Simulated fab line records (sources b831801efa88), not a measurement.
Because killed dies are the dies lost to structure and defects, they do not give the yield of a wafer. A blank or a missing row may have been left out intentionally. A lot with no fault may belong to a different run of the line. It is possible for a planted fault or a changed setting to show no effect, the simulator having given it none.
What tool caused it? / flow sky130 / Sampling: 11 lots, 33 wafers, 4 of 708 route steps

WHAT THE GAUGES READ, wafer by wafer
SKY_CONTACT_THK_MEAS_03.
lot=L245; measured=day 28 06:53; on=film metro-04; CONTACT_HDPCVD_THK (nm)=571 564 572
lot=L246; measured=day 28 08:02; on=film metro-01; CONTACT_HDPCVD_THK (nm)=560 558 565
lot=L249; measured=day 29 06:59; on=film metro-04; CONTACT_HDPCVD_THK (nm)=564 558 558
lot=L248; measured=day 29 09:32; on=film metro-03; CONTACT_HDPCVD_THK (nm)=569 573 561
lot=L254; measured=day 30 19:57; on=film metro-03; CONTACT_HDPCVD_THK (nm)=547 559 555
lot=L255; measured=day 31 04:23; on=film metro-04; CONTACT_HDPCVD_THK (nm)=556 565 550
lot=L256; measured=day 31 11:38; on=film metro-04; CONTACT_HDPCVD_THK (nm)=556 556 568
lot=L263; measured=day 40 15:27; on=film metro-03; CONTACT_HDPCVD_THK (nm)=560 557 573
lot=L264; measured=day 40 22:09; on=film metro-01; CONTACT_HDPCVD_THK (nm)=552 563 560
lot=L265; measured=day 40 23:02; on=film metro-01; CONTACT_HDPCVD_THK (nm)=575 562 574
lot=L266; measured=day 41 01:04; on=film metro-01; CONTACT_HDPCVD_THK (nm)=578 570 566

EACH LOT AND THE TOOL THAT RAN IT (in order: tool; ch and the chambers of the sampled wafers; start)
lot=L245; SKY_POLY_CUT_ETCH_11=rie diel-02 ch 0,1, day 21 23:41; SKY_LOCAL_INTERCONNECT_METAL_ETCH_14=rie metal-04 ch 1, day 28 06:01; SKY_CONTACT_CVD_00=pecvd-03 ch 1,2, day 28 06:43
lot=L246; SKY_POLY_CUT_ETCH_11=rie diel-04 ch 0,1,3, day 22 03:08; SKY_LOCAL_INTERCONNECT_METAL_ETCH_14=rie metal-02 ch 0,1, day 28 07:12; SKY_CONTACT_CVD_00=pecvd-02 ch 0,2, day 28 07:53
lot=L249; SKY_POLY_CUT_ETCH_11=rie diel-02 ch 1,2,3, day 23 05:17; SKY_LOCAL_INTERCONNECT_METAL_ETCH_14=rie metal-02 ch 0,1, day 29 06:11; SKY_CONTACT_CVD_00=pecvd-01 ch 0,1, day 29 06:49
lot=L248; SKY_POLY_CUT_ETCH_11=rie diel-04 ch 0,1,2, day 23 06:31; SKY_LOCAL_INTERCONNECT_METAL_ETCH_14=rie metal-04 ch 0,1, day 29 08:44; SKY_CONTACT_CVD_00=pecvd-02 ch 1,2, day 29 09:22
lot=L254; SKY_POLY_CUT_ETCH_11=rie diel-03 ch 0,2,3, day 24 15:02; SKY_LOCAL_INTERCONNECT_METAL_ETCH_14=rie metal-01 ch 0,1, day 30 19:08; SKY_CONTACT_CVD_00=pecvd-03 ch 1,2, day 30 19:46
lot=L255; SKY_POLY_CUT_ETCH_11=rie diel-03 ch 0,1,2, day 25 00:37; SKY_LOCAL_INTERCONNECT_METAL_ETCH_14=rie metal-04 ch 0, day 31 03:32; SKY_CONTACT_CVD_00=pecvd-02 ch 0,1, day 31 04:13
lot=L256; SKY_POLY_CUT_ETCH_11=rie diel-04 ch 1,2,3, day 25 06:41; SKY_LOCAL_INTERCONNECT_METAL_ETCH_14=rie metal-01 ch 0,1, day 31 10:48; SKY_CONTACT_CVD_00=pecvd-01 ch 0,2, day 31 11:29
lot=L263; SKY_POLY_CUT_ETCH_11=rie diel-04 ch 0,1,3, day 35 00:20; SKY_LOCAL_INTERCONNECT_METAL_ETCH_14=rie metal-04 ch 0,1, day 40 14:35; SKY_CONTACT_CVD_00=pecvd-01 ch 0,1,2, day 40 15:17
lot=L264; SKY_POLY_CUT_ETCH_11=rie diel-03 ch 0,1,2, day 35 06:56; SKY_LOCAL_INTERCONNECT_METAL_ETCH_14=rie metal-04 ch 0,1, day 40 21:17; SKY_CONTACT_CVD_00=pecvd-02 ch 1,2, day 40 21:59
lot=L265; SKY_POLY_CUT_ETCH_11=rie diel-02 ch 0,1,3, day 35 07:50; SKY_LOCAL_INTERCONNECT_METAL_ETCH_14=rie metal-01 ch 0,1, day 40 22:14; SKY_CONTACT_CVD_00=pecvd-03 ch 0,1, day 40 22:52
lot=L266; SKY_POLY_CUT_ETCH_11=rie diel-03 ch 0,1,3, day 35 08:29; SKY_LOCAL_INTERCONNECT_METAL_ETCH_14=rie metal-04 ch 0,1, day 41 00:16; SKY_CONTACT_CVD_00=pecvd-01 ch 0,2, day 41 00:54
- SKY_POLY_CUT_ETCH_11: etches Si3N4 in CF4/CH2F2/Ar, stops on poly-Si, time 42.5 s, target depth 60 nm.
- SKY_LOCAL_INTERCONNECT_METAL_ETCH_14: etches TiN in Cl2/BCl3, stops on PSG, target depth 110 nm, time 31.4 s.
- SKY_CONTACT_CVD_00: deposits Si3N4, target thk 75 nm.

WHAT THE TOOLS THEMSELVES READ (means of the sampled wafers that have a number; where no wafer has one, the mark that the record gives instead)
SKY_POLY_CUT_ETCH_11.
lot=L245; tool=rie diel-02; cf4 flow sccm (sccm)=40.04; drypump motor current A (A)=5.7; oes product au (a.u.)=0.835; rf fwd power W (W)=590.2; run length s (s)=70.7; throttle valve pct (%)=14.992
lot=L246; tool=rie diel-04; cf4 flow sccm (sccm)=39.95; drypump motor current A (A)=6.2; oes product au (a.u.)=0.829; rf fwd power W (W)=593.6; run length s (s)=70.7; throttle valve pct (%)=14.985
lot=L249; tool=rie diel-02; cf4 flow sccm (sccm)=40.05; drypump motor current A (A)=6.1; oes product au (a.u.)=0.830; rf fwd power W (W)=592.2; run length s (s)=70.8; throttle valve pct (%)=14.997
lot=L248; tool=rie diel-04; cf4 flow sccm (sccm)=40.16; drypump motor current A (A)=6.0; oes product au (a.u.)=0.822; rf fwd power W (W)=593.6; run length s (s)=70.6; throttle valve pct (%)=14.993
lot=L254; tool=rie diel-03; cf4 flow sccm (sccm)=40.01; drypump motor current A (A)=5.2; oes product au (a.u.)=0.860; rf fwd power W (W)=596.9; run length s (s)=68.9; throttle valve pct (%)=14.998
lot=L255; tool=rie diel-03; cf4 flow sccm (sccm)=40.03; drypump motor current A (A)=5.0; oes product au (a.u.)=0.865; rf fwd power W (W)=593.8; run length s (s)=68.8; throttle valve pct (%)=14.987
lot=L256; tool=rie diel-04; cf4 flow sccm (sccm)=39.99; drypump motor current A (A)=5.8; oes product au (a.u.)=0.832; rf fwd power W (W)=594.1; run length s (s)=71.1; throttle valve pct (%)=14.999
lot=L263; tool=rie diel-04; cf4 flow sccm (sccm)=40.03; drypump motor current A (A)=6.2; oes product au (a.u.)=0.829; rf fwd power W (W)=593.9; run length s (s)=70.9; throttle valve pct (%)=15.004
lot=L264; tool=rie diel-03; cf4 flow sccm (sccm)=40.10; drypump motor current A (A)=5.0; oes product au (a.u.)=0.830; rf fwd power W (W)=592.2; run length s (s)=70.5; throttle valve pct (%)=14.998
lot=L265; tool=rie diel-02; cf4 flow sccm (sccm)=39.93; drypump motor current A (A)=6.2; oes product au (a.u.)=0.833; rf fwd power W (W)=591.9; run length s (s)=71.1; throttle valve pct (%)=14.994
lot=L266; tool=rie diel-03; cf4 flow sccm (sccm)=40.11; drypump motor current A (A)=5.5; oes product au (a.u.)=0.822; rf fwd power W (W)=592.8; run length s (s)=70.5; throttle valve pct (%)=14.991

SKY_LOCAL_INTERCONNECT_METAL_ETCH_14.
lot=L245; tool=rie metal-04; drypump motor current A (A)=5.6; he backside leak sccm (sccm)=3.1; oes product au (a.u.)=0.942; rf fwd power W (W)=889; run length s (s)=59.8; throttle valve pct (%)=21.907
lot=L246; tool=rie metal-02; drypump motor current A (A)=6.3; he backside leak sccm (sccm)=4.5; oes product au (a.u.)=0.946; rf fwd power W (W)=887; run length s (s)=59.4; throttle valve pct (%)=21.890
lot=L249; tool=rie metal-02; drypump motor current A (A)=6.4; he backside leak sccm (sccm)=3.5; oes product au (a.u.)=0.945; rf fwd power W (W)=891; run length s (s)=59.6; throttle valve pct (%)=21.904
lot=L248; tool=rie metal-04; drypump motor current A (A)=6.1; he backside leak sccm (sccm)=3.2; oes product au (a.u.)=0.934; rf fwd power W (W)=885; run length s (s)=59.2; throttle valve pct (%)=21.908
lot=L254; tool=rie metal-01; drypump motor current A (A)=5.4; he backside leak sccm (sccm)=3.1; oes product au (a.u.)=0.954; rf fwd power W (W)=888; run length s (s)=59.4; throttle valve pct (%)=21.893
lot=L255; tool=rie metal-04; drypump motor current A (A)=6.5; he backside leak sccm (sccm)=3.6; oes product au (a.u.)=0.940; rf fwd power W (W)=883; run length s (s)=59.3; throttle valve pct (%)=21.903
lot=L256; tool=rie metal-01; drypump motor current A (A)=5.6; he backside leak sccm (sccm)=3.2; oes product au (a.u.)=0.951; rf fwd power W (W)=888; run length s (s)=59.5; throttle valve pct (%)=21.888
lot=L263; tool=rie metal-04; drypump motor current A (A)=5.9; he backside leak sccm (sccm)=3.4; oes product au (a.u.)=0.931; rf fwd power W (W)=889; run length s (s)=59.7; throttle valve pct (%)=21.916
lot=L264; tool=rie metal-04; drypump motor current A (A)=6.1; he backside leak sccm (sccm)=3.5; oes product au (a.u.)=0.940; rf fwd power W (W)=886; run length s (s)=59.4; throttle valve pct (%)=21.900
lot=L265; tool=rie metal-01; drypump motor current A (A)=5.6; he backside leak sccm (sccm)=3.0; oes product au (a.u.)=0.944; rf fwd power W (W)=886; run length s (s)=59.3; throttle valve pct (%)=21.903
lot=L266; tool=rie metal-04; drypump motor current A (A)=6.0; he backside leak sccm (sccm)=3.1; oes product au (a.u.)=0.944; rf fwd power W (W)=885; run length s (s)=59.6; throttle valve pct (%)=21.892

SKY_CONTACT_CVD_00.
lot=L245; tool=pecvd-03; heater power w (W)=736; rf fwd power W (W)=444.6; susceptor temp C (C)=400.03
lot=L246; tool=pecvd-02; heater power w (W)=652; rf fwd power W (W)=442.0; susceptor temp C (C)=400.00
lot=L249; tool=pecvd-01; heater power w (W)=643; rf fwd power W (W)=444.5; susceptor temp C (C)=399.77
lot=L248; tool=pecvd-02; heater power w (W)=709; rf fwd power W (W)=444.0; susceptor temp C (C)=400.07
lot=L254; tool=pecvd-03; heater power w (W)=776; rf fwd power W (W)=441.1; susceptor temp C (C)=400.02
lot=L255; tool=pecvd-02; heater power w (W)=709; rf fwd power W (W)=444.2; susceptor temp C (C)=399.93
lot=L256; tool=pecvd-01; heater power w (W)=657; rf fwd power W (W)=445.5; susceptor temp C (C)=400.06
lot=L263; tool=pecvd-01; heater power w (W)=675; rf fwd power W (W)=445.6; susceptor temp C (C)=399.89
lot=L264; tool=pecvd-02; heater power w (W)=734; rf fwd power W (W)=442.5; susceptor temp C (C)=400.06
lot=L265; tool=pecvd-03; heater power w (W)=680; rf fwd power W (W)=444.3; susceptor temp C (C)=400.32
lot=L266; tool=pecvd-01; heater power w (W)=631; rf fwd power W (W)=445.2; susceptor temp C (C)=399.78

THE ANSWER, worked out from the rows above alone
Rule: usual is defined by the lots themselves. The widest of any qualifying gaps counts: lots, ordered by their means at a reading, are off when they make up no more than a third of the lots, leave a main group of 4 or more, and stand apart from it by 3 or more times the standard deviation of that group's means. Not used: any main group whose means are identical at the precision the tables above print for the reading. A lot without any number at a reading at which 4 lots or more have one is off too. Any other lot the step has rows for is counted as sound. First the gauges in route order, then the tools' own readings, where a lot's mean is used as printed above. At the first step where some lot is off, the reading lying furthest off is the one used; lots without a number count as furthest.
Off: L254, L255 (SKY_POLY_CUT_ETCH_11, run length s). The main group: mean 70.8 s, standard deviation 0.22.
A tool fits if, at that step or a process step before it, it ran every lot that is off, and no sound lot after the first of them. No candidate that was tried fits.

WHAT WAS PUT IN BY THE SIMULATOR
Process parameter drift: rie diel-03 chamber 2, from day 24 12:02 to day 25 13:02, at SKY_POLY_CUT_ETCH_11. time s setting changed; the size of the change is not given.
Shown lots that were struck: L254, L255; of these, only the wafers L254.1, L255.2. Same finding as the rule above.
